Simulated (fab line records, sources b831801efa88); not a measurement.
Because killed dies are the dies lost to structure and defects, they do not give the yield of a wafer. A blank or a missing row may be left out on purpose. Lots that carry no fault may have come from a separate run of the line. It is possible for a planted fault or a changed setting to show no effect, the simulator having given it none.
What tool caused it? | flow sky130 | Sampling: 14 lots, 42 wafers, 6 of 708 route steps

WHAT THE GAUGES READ, wafer by wafer
SKY_VT_ADJUST_PCH_TW_MEAS_10. Usual: for VT_ADJUST_PCH_TW the level is 143.2 and the standard deviation is 0.72.
lot  | measured     | on           | VT_ADJUST_PCH_TW  | flag
L221 | day 10 07:32 | filmMetro-03 | 143.9 142.7 143.5 | 
L222 | day 10 14:10 | filmMetro-01 | 142.6 142.8 142.5 | 
L223 | day 11 00:25 | filmMetro-04 | 142.4 143.9 141.8 | 
L224 | day 11 10:55 | filmMetro-03 | 142.8 143.5 143.4 | 
L228 | day 12 15:44 | filmMetro-03 | 30.1 30.1 30.1    | OFF
L229 | day 13 00:58 | filmMetro-01 | 30.2 30.3 30.2    | OFF
L236 | day 15 05:22 | filmMetro-03 | 142.6 143.1 142.9 | 
L235 | day 15 05:41 | filmMetro-01 | 145.5 144.0 144.3 | 
L237 | day 15 14:52 | filmMetro-04 | 142.5 143.0 142.4 | 
L238 | day 15 17:07 | filmMetro-01 | 143.7 144.7 143.7 | 
L239 | day 16 06:48 | filmMetro-03 | 142.5 143.1 143.4 | 
L240 | day 16 14:01 | filmMetro-03 | 144.4 143.7 142.8 | 
L241 | day 16 20:47 | filmMetro-01 | 144.3 144.6 144.2 | 
L242 | day 17 02:58 | filmMetro-04 | 143.5 143.3 143.2 | 

SKY_SONOS_ONO_THK_MEAS_01. Usual: for SONOS_ONO_OXIDATION_THK the level is 2.58 nm and the standard deviation is 0.06.
lot  | measured     | on           | SONOS_ONO_OXIDATION_THK (nm) | flag
L221 | day 11 08:28 | filmMetro-01 | 2.61 2.66 2.69               | 
L222 | day 11 15:59 | filmMetro-04 | 2.62 2.65 2.74               | 
L223 | day 12 03:05 | filmMetro-02 | 2.57 2.56 2.60               | 
L224 | day 12 15:38 | filmMetro-04 | 2.46 2.56 2.55               | 
L228 | day 13 20:31 | filmMetro-01 | 2.51 2.47 2.59               | 
L229 | day 14 04:21 | filmMetro-01 | 2.53 2.57 2.53               | 
L236 | day 16 14:06 | filmMetro-04 | 2.54 2.58 2.63               | 
L235 | day 16 14:07 | filmMetro-02 | 2.50 2.55 2.52               | 
L237 | day 16 20:32 | filmMetro-02 | 2.49 2.50 2.41               | 
L238 | day 17 00:40 | filmMetro-01 | 2.57 2.53 2.50               | 
L239 | day 17 14:27 | filmMetro-02 | 2.66 2.59 2.62               | 
L240 | day 17 20:27 | filmMetro-02 | 2.70 2.61 2.55               | 
L241 | day 18 07:14 | filmMetro-02 | 2.69 2.60 2.59               | 
L242 | day 18 11:28 | filmMetro-04 | 2.66 2.64 2.61               | 

SKY_SONOS_ONO_THK_MEAS_03. Usual: for SONOS_ONO_CVD_02_THK the level is 10.45 nm and the standard deviation is 0.15.
lot  | measured     | on           | SONOS_ONO_CVD_02_THK (nm) | flag
L221 | day 11 09:35 | filmMetro-01 | 10.48 10.57 10.60         | 
L222 | day 11 18:05 | filmMetro-04 | 10.49 10.58 10.55         | 
L223 | day 12 04:12 | filmMetro-02 | 10.33 10.54 10.50         | 
L224 | day 12 17:36 | filmMetro-01 | 10.47 10.39 10.49         | 
L228 | day 13 22:04 | filmMetro-04 | 10.63 10.65 10.56         | 
L229 | day 14 06:16 | filmMetro-04 | 10.75 10.54 10.62         | 
L236 | day 16 17:04 | filmMetro-04 | 10.43 10.44 10.44         | 
L235 | day 16 17:05 | filmMetro-02 | 10.41 10.43 10.39         | 
L237 | day 16 21:39 | filmMetro-02 | 10.45 10.30 10.30         | 
L238 | day 17 04:08 | filmMetro-01 | 10.19 10.24 10.28         | 
L239 | day 17 17:12 | filmMetro-01 | 10.31 10.29 10.30         | 
L240 | day 17 21:34 | filmMetro-02 | 10.56 10.45 10.47         | 
L241 | day 18 08:21 | filmMetro-01 | 10.27 10.46 10.37         | 
L242 | day 18 14:17 | filmMetro-02 | 10.39 10.45 10.38         | 

WHAT TOOL EACH LOT RAN ON (gives the tool, then ch and the chambers of the sampled wafers, and finally the start)
lot  | SKY_NWELL_RTA_28                | SKY_VT_ADJUST_HVTR_STRIP_10         | SKY_VT_ADJUST_PCH_STRIP_09
L221 | rtpAnneal-01 ch 0, day 5 06:55  | plasmaAsher-04 ch 0,1, day 9 09:43  | plasmaAsher-02 ch 0,1, day 10 07:27
L222 | rtpAnneal-01 ch 0, day 5 13:02  | plasmaAsher-04 ch 1, day 9 15:10    | plasmaAsher-03 ch 0,1, day 10 14:04
L223 | rtpAnneal-02 ch 0, day 5 19:44  | plasmaAsher-03 ch 1, day 10 01:18   | plasmaAsher-01 ch 0,1, day 11 00:19
L224 | rtpAnneal-02 ch 0, day 6 05:23  | plasmaAsher-04 ch 0,1, day 10 11:20 | plasmaAsher-01 ch 0,1, day 11 10:49
L228 | rtpAnneal-01 ch 0, day 7 05:11  | plasmaAsher-03 ch 0, day 11 14:19   | plasmaAsher-01 ch 0,1, day 12 15:38
L229 | rtpAnneal-02 ch 0, day 7 11:05  | plasmaAsher-04 ch 0,1, day 11 23:30 | plasmaAsher-02 ch 0,1, day 13 00:52
L236 | rtpAnneal-02 ch 0, day 9 02:35  | plasmaAsher-04 ch 1, day 14 01:56   | plasmaAsher-02 ch 0, day 15 05:16
L235 | rtpAnneal-01 ch 0, day 9 04:02  | plasmaAsher-02 ch 0,1, day 14 02:04 | plasmaAsher-01 ch 0,1, day 15 05:35
L237 | rtpAnneal-02 ch 0, day 9 09:28  | plasmaAsher-03 ch 0,1, day 14 11:02 | plasmaAsher-02 ch 0,1, day 15 14:46
L238 | rtpAnneal-01 ch 0, day 9 11:44  | plasmaAsher-02 ch 0,1, day 14 14:09 | plasmaAsher-03 ch 0,1, day 15 17:01
L239 | rtpAnneal-02 ch 0, day 9 21:50  | plasmaAsher-02 ch 0,1, day 15 02:29 | plasmaAsher-01 ch 0,1, day 16 06:41
L240 | rtpAnneal-01 ch 0, day 10 03:38 | plasmaAsher-02 ch 0,1, day 15 09:23 | plasmaAsher-03 ch 0,1, day 16 13:55
L241 | rtpAnneal-02 ch 0, day 10 08:26 | plasmaAsher-02 ch 0,1, day 15 16:28 | plasmaAsher-02 ch 0,1, day 16 20:41
L242 | rtpAnneal-02 ch 0, day 10 13:37 | plasmaAsher-03 ch 0,1, day 15 21:36 | plasmaAsher-02 ch 0,1, day 17 02:52
- SKY_NWELL_RTA_28: time 30 s.
- SKY_VT_ADJUST_HVTR_STRIP_10: strips in O2/N2.
- SKY_VT_ADJUST_PCH_STRIP_09: strips in O2/N2.

AS READ BY THE TOOLS THEMSELVES (means over the sampled wafers that have a number; for cases with no such wafer, the mark the record gives instead)
SKY_NWELL_RTA_28. Usual: lampPowerPct 25.31 %, standard deviation 0.047; wafer_temp_C_max 1054.8, standard deviation 0.94.
lot  | tool         | lampPowerPct (%) | wafer_temp_C_max | flag
L221 | rtpAnneal-01 | 25.33            | 1055.0           | 
L222 | rtpAnneal-01 | 25.33            | 1055.1           | 
L223 | rtpAnneal-02 | 25.35            | 1055.4           | 
L224 | rtpAnneal-02 | 25.33            | 1054.2           | 
L228 | rtpAnneal-01 | 25.31            | 1054.8           | 
L229 | rtpAnneal-02 | 25.33            | 1054.5           | 
L236 | rtpAnneal-02 | 25.27            | 1055.4           | 
L235 | rtpAnneal-01 | 25.31            | 1054.4           | 
L237 | rtpAnneal-02 | 25.30            | 1054.7           | 
L238 | rtpAnneal-01 | 25.29            | 1055.1           | 
L239 | rtpAnneal-02 | 25.32            | 1054.6           | 
L240 | rtpAnneal-01 | 25.31            | 1055.0           | 
L241 | rtpAnneal-02 | 25.31            | 1055.2           | 
L242 | rtpAnneal-02 | 25.29            | 1054.8           | 

SKY_VT_ADJUST_HVTR_STRIP_10. Usual: chamberPressureMTorr 1500.0 mTorr, standard deviation 1.3; drypumpMotorCurrentA 5.55 A, standard deviation 0.22; o2FlowSccm 3002 sccm, standard deviation 8.1; oesProductAu 0.716 a.u., standard deviation 0.0044; stripTimeToEndpointS 14.18 s, standard deviation 0.042.
lot  | tool           | chamberPressureMTorr (mTorr) | drypumpMotorCurrentA (A) | o2FlowSccm (sccm) | oesProductAu (a.u.) | stripTimeToEndpointS (s) | flag
L221 | plasmaAsher-04 | 1499.7                       | 5.76                     | 3004              | 0.716               | 14.24                    | 
L222 | plasmaAsher-04 | 1499.2                       | 5.78                     | 2991              | 0.721               | 14.20                    | 
L223 | plasmaAsher-03 | 1500.6                       | 5.17                     | 2998              | 0.718               | 14.21                    | 
L224 | plasmaAsher-04 | 1500.4                       | 5.77                     | 3005              | 0.717               | 14.22                    | 
L228 | plasmaAsher-03 | -                            | -                        | -                 | -                   | -                        | OFF
L229 | plasmaAsher-04 | -                            | -                        | -                 | -                   | -                        | OFF
L236 | plasmaAsher-04 | 1500.2                       | 5.74                     | 2999              | 0.715               | 14.19                    | 
L235 | plasmaAsher-02 | 1500.5                       | 5.59                     | 3001              | 0.714               | 14.18                    | 
L237 | plasmaAsher-03 | 1498.8                       | 5.24                     | 3007              | 0.723               | 14.16                    | 
L238 | plasmaAsher-02 | 1499.5                       | 5.61                     | 3004              | 0.715               | 14.22                    | 
L239 | plasmaAsher-02 | 1500.5                       | 5.56                     | 3009              | 0.716               | 14.13                    | 
L240 | plasmaAsher-02 | 1500.8                       | 5.61                     | 2993              | 0.714               | 14.17                    | 
L241 | plasmaAsher-02 | 1500.0                       | 5.60                     | 3001              | 0.715               | 14.19                    | 
L242 | plasmaAsher-03 | 1499.2                       | 5.23                     | 2997              | 0.717               | 14.19                    | 

SKY_VT_ADJUST_PCH_STRIP_09. Usual: chamberPressureMTorr 1499.9 mTorr, standard deviation 1.2; drypumpMotorCurrentA 5.55 A, standard deviation 0.26; o2FlowSccm 2999 sccm, standard deviation 9; oesProductAu 0.723 a.u., standard deviation 0.0042; stripTimeToEndpointS 36.93 s, standard deviation 0.12.
lot  | tool           | chamberPressureMTorr (mTorr) | drypumpMotorCurrentA (A) | o2FlowSccm (sccm) | oesProductAu (a.u.) | stripTimeToEndpointS (s) | flag
L221 | plasmaAsher-02 | 1501.9                       | 5.56                     | 3000              | 0.725               | 37.00                    | 
L222 | plasmaAsher-03 | 1500.5                       | 5.36                     | 2999              | 0.723               | 37.20                    | 
L223 | plasmaAsher-01 | 1500.0                       | 5.92                     | 2996              | 0.721               | 36.92                    | 
L224 | plasmaAsher-01 | 1499.3                       | 5.78                     | 2995              | 0.725               | 36.94                    | 
L228 | plasmaAsher-01 | 1501.1                       | 5.92                     | 2993              | 0.724               | 53.56                    | OFF
L229 | plasmaAsher-02 | 1500.7                       | 5.57                     | 3005              | 0.728               | 53.62                    | OFF
L236 | plasmaAsher-02 | 1499.4                       | 5.64                     | 2996              | 0.729               | 36.93                    | 
L235 | plasmaAsher-01 | 1500.3                       | 5.76                     | 2998              | 0.722               | 36.98                    | 
L237 | plasmaAsher-02 | 1499.6                       | 5.59                     | 2998              | 0.722               | 36.95                    | 
L238 | plasmaAsher-03 | 1499.1                       | 5.32                     | 3006              | 0.721               | 36.99                    | 
L239 | plasmaAsher-01 | 1500.3                       | 5.77                     | 3001              | 0.721               | 36.86                    | 
L240 | plasmaAsher-03 | 1499.6                       | 5.25                     | 2987              | 0.722               | 36.84                    | 
L241 | plasmaAsher-02 | 1501.0                       | 5.60                     | 2994              | 0.728               | 37.01                    | 
L242 | plasmaAsher-02 | 1499.9                       | 5.56                     | 3001              | 0.720               | 36.87                    | 

THE ANSWER, worked out from the rows above alone
Rule: take the mean of a lot's wafers that have a number; if it is more than 3 standard deviations from the usual mean, the lot is off. A lot without any number at a reading at which 4 lots or more have one is off too. All remaining lots with rows at the step are treated as sound. Order of review: gauges by route order, followed by the tools' own readings, for which a lot's mean as printed above is used. At the first step where some lot is off, the reading lying furthest off is the one used; lots without a number count as furthest.
Off: at SKY_VT_ADJUST_PCH_TW_MEAS_10 (VT_ADJUST_PCH_TW), L228, L229.
A tool fits if, at a process step before that reading, it ran every lot that is off, and no sound lot after the first of them. The gauges at SKY_VT_ADJUST_PCH_TW_MEAS_10 aren't tried: what is off there is off at SKY_VT_ADJUST_HVTR_STRIP_10 too, on other tools, and a gauge's error can't cause that. No candidate that was tried fits.

WHAT WAS PUT IN BY THE SIMULATOR
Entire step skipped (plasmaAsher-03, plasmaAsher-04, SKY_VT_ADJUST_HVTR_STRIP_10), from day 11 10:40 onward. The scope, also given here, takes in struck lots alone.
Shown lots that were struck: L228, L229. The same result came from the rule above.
